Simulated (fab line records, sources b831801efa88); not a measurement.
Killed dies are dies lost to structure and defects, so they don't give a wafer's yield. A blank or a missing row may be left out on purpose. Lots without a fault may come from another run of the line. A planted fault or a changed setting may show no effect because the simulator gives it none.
Which tool did it? | flow sky130 | 12 lots, 36 wafers sampled, at 5 steps of a route of 708

WHAT THE GAUGES READ, wafer by wafer
SKY_VT_ADJUST_LVTN_TW_MEAS_21.
lot  | measured     | on            | VT_ADJUST_LVTN_2_TW
L639 | day 7 15:02  | film_metro-01 | 186.5 186.5 185.6
L640 | day 8 05:16  | film_metro-04 | 188.5 189.4 188.0
L641 | day 8 06:07  | film_metro-03 | 188.2 187.9 187.2
L642 | day 8 15:15  | film_metro-03 | 188.7 187.9 188.9
L646 | day 9 16:37  | film_metro-03 | 187.6 188.7 186.7
L648 | day 10 03:52 | film_metro-01 | 185.2 186.8 187.9
L649 | day 10 13:19 | film_metro-01 | 185.0 185.8 186.1
L650 | day 10 17:43 | film_metro-01 | 186.2 185.8 186.4
L659 | day 13 06:02 | film_metro-01 | 185.3 185.5 185.1
L660 | day 13 11:59 | film_metro-01 | 184.6 184.6 184.9
L661 | day 13 20:51 | film_metro-03 | 187.1 186.8 187.0
L662 | day 14 06:46 | film_metro-01 | 185.1 185.1 185.2

SKY_SONOS_TUNNEL_CD_MEAS_07: target cd 410 nm.
lot  | measured     | on        | cd_nm (nm)
L639 | day 11 04:02 | cd_sem-02 | 415.2 415.3 413.3
L640 | day 11 20:47 | cd_sem-01 | 409.0 411.1 408.9
L641 | day 11 21:02 | cd_sem-01 | 413.9 412.6 412.2
L642 | day 12 07:53 | cd_sem-01 | 412.7 413.1 413.9
L646 | day 13 13:55 | cd_sem-01 | 407.1 409.3 408.3
L648 | day 14 04:28 | cd_sem-02 | 421.5 421.1 422.5
L649 | day 14 14:13 | cd_sem-02 | 417.4 419.9 414.7
L650 | day 14 19:31 | cd_sem-02 | 414.0 415.2 415.2
L659 | day 17 17:57 | cd_sem-02 | 415.3 414.0 414.0
L660 | day 18 02:22 | cd_sem-01 | 411.7 410.7 409.4
L661 | day 18 09:52 | cd_sem-01 | 410.8 410.8 409.6
L662 | day 18 20:55 | cd_sem-01 | 408.8 410.1 411.6

WHICH TOOL RAN EACH LOT (tool, then ch and the chambers of the sampled wafers, then the start)
lot  | SKY_VT_ADJUST_NCORE_STRIP_10         | SKY_VT_ADJUST_HVTR_STRIP_10          | SKY_SONOS_TUNNEL_DEVELOP_06
L639 | plasma_asher-03 ch 0,1, day 8 11:11  | plasma_asher-03 ch 0,1, day 9 08:35  | litho_track-02 ch 0, day 11 03:53
L640 | plasma_asher-04 ch 0,1, day 9 02:10  | plasma_asher-03 ch 1, day 9 23:23    | litho_track-04 ch 0, day 11 20:38
L641 | plasma_asher-02 ch 1, day 9 02:38    | plasma_asher-04 ch 0,1, day 9 23:31  | litho_track-02 ch 0, day 11 20:53
L642 | plasma_asher-02 ch 0,1, day 9 12:17  | plasma_asher-01 ch 0,1, day 10 09:41 | litho_track-04 ch 0, day 12 07:44
L646 | plasma_asher-02 ch 0, day 10 14:56   | plasma_asher-03 ch 0,1, day 11 12:35 | litho_track-01 ch 0, day 13 13:46
L648 | plasma_asher-02 ch 0,1, day 11 02:23 | plasma_asher-03 ch 0,1, day 12 02:34 | litho_track-01 ch 0, day 14 04:19
L649 | plasma_asher-04 ch 0,1, day 11 11:23 | plasma_asher-03 ch 0, day 12 11:58   | litho_track-01 ch 0, day 14 14:04
L650 | plasma_asher-04 ch 1, day 11 16:08   | plasma_asher-01 ch 0, day 12 17:04   | litho_track-01 ch 0, day 14 19:22
L659 | plasma_asher-02 ch 0,1, day 14 07:46 | plasma_asher-04 ch 0,1, day 15 10:48 | litho_track-01 ch 0, day 17 17:49
L660 | plasma_asher-04 ch 0,1, day 14 14:22 | plasma_asher-01 ch 0,1, day 15 18:22 | litho_track-01 ch 0, day 18 02:14
L661 | plasma_asher-02 ch 0,1, day 14 22:32 | plasma_asher-01 ch 0,1, day 16 01:34 | litho_track-02 ch 0, day 18 09:43
L662 | plasma_asher-02 ch 0,1, day 15 09:19 | plasma_asher-01 ch 0,1, day 16 13:28 | litho_track-02 ch 0, day 18 20:46
- SKY_VT_ADJUST_NCORE_STRIP_10: strips in O2/N2.
- SKY_VT_ADJUST_HVTR_STRIP_10: strips in O2/N2.
- SKY_SONOS_TUNNEL_DEVELOP_06: develop time 60 s.

WHAT THE TOOLS THEMSELVES READ (means of the sampled wafers that have a number; where no wafer has one, the mark that the record gives instead)
SKY_VT_ADJUST_NCORE_STRIP_10.
lot  | tool            | drypump_motor_current_A (A) | oes_product_au (a.u.) | strip_time_to_endpoint_s (s)
L639 | plasma_asher-03 | 5.6                         | 0.719                 | 14.05
L640 | plasma_asher-04 | 6.0                         | 0.714                 | 14.07
L641 | plasma_asher-02 | 5.5                         | 0.714                 | 14.05
L642 | plasma_asher-02 | 5.9                         | 0.715                 | 14.01
L646 | plasma_asher-02 | 6.8                         | 0.711                 | 14.07
L648 | plasma_asher-02 | 5.9                         | 0.713                 | 14.04
L649 | plasma_asher-04 | 6.3                         | 0.719                 | 14.05
L650 | plasma_asher-04 | 5.8                         | 0.718                 | 14.11
L659 | plasma_asher-02 | 6.3                         | 0.717                 | 14.02
L660 | plasma_asher-04 | 6.3                         | 0.717                 | 14.04
L661 | plasma_asher-02 | 5.9                         | 0.716                 | 14.03
L662 | plasma_asher-02 | 6.4                         | 0.710                 | 14.05

SKY_VT_ADJUST_HVTR_STRIP_10.
lot  | tool            | drypump_motor_current_A (A) | oes_product_au (a.u.) | strip_time_to_endpoint_s (s)
L639 | plasma_asher-03 | 5.6                         | 0.716                 | 14.18
L640 | plasma_asher-03 | 5.5                         | 0.712                 | 14.13
L641 | plasma_asher-04 | 6.3                         | 0.719                 | 14.20
L642 | plasma_asher-01 | 5.7                         | 0.717                 | 14.21
L646 | plasma_asher-03 | 5.6                         | 0.717                 | 14.18
L648 | plasma_asher-03 | 5.6                         | 0.714                 | 14.10
L649 | plasma_asher-03 | 5.8                         | 0.715                 | 14.11
L650 | plasma_asher-01 | 5.4                         | 0.718                 | 14.13
L659 | plasma_asher-04 | 6.3                         | 0.714                 | 14.17
L660 | plasma_asher-01 | 5.7                         | 0.716                 | 14.16
L661 | plasma_asher-01 | 5.7                         | 0.718                 | 14.12
L662 | plasma_asher-01 | 6.1                         | 0.719                 | 14.18

SKY_SONOS_TUNNEL_DEVELOP_06.
lot  | tool           | developer_temp_C (C)
L639 | litho_track-02 | 23.05
L640 | litho_track-04 | 23.03
L641 | litho_track-02 | 22.95
L642 | litho_track-04 | 22.95
L646 | litho_track-01 | 22.97
L648 | litho_track-01 | 20.72
L649 | litho_track-01 | 20.71
L650 | litho_track-01 | 20.55
L659 | litho_track-01 | 22.94
L660 | litho_track-01 | 23.06
L661 | litho_track-02 | 22.87
L662 | litho_track-02 | 23.05

THE ANSWER, worked out from the rows above alone
Rule: what is usual is taken from the lots themselves. Put in order of their means at a reading, lots are off if they are a third of the lots or fewer, leave a main group of 4 or more, and stand apart from it by a gap of 3 or more times the standard deviation of the main group's means; of several such gaps the widest counts. A main group whose means are all the same, to the digits that the tables above print for the reading, isn't used. A lot without any number at a reading at which 4 lots or more have one is off too. The other lots that the step has rows for count as sound. The gauges are gone through in route order, then the tools' own readings, and for those a lot's mean is taken as printed above. The first step at which some lot is off is used, and at that step the reading that is off furthest; a lot without a number counts as furthest.
Off: L648, L649, L650, at SKY_SONOS_TUNNEL_DEVELOP_06 (developer_temp_C). The main group: mean 22.99 C, standard deviation 0.061.
A tool fits if, at that step or a process step before it, it ran every lot that is off, and no sound lot after the first of them. None of those tried fits.

WHAT THE SIMULATOR HAD PUT IN
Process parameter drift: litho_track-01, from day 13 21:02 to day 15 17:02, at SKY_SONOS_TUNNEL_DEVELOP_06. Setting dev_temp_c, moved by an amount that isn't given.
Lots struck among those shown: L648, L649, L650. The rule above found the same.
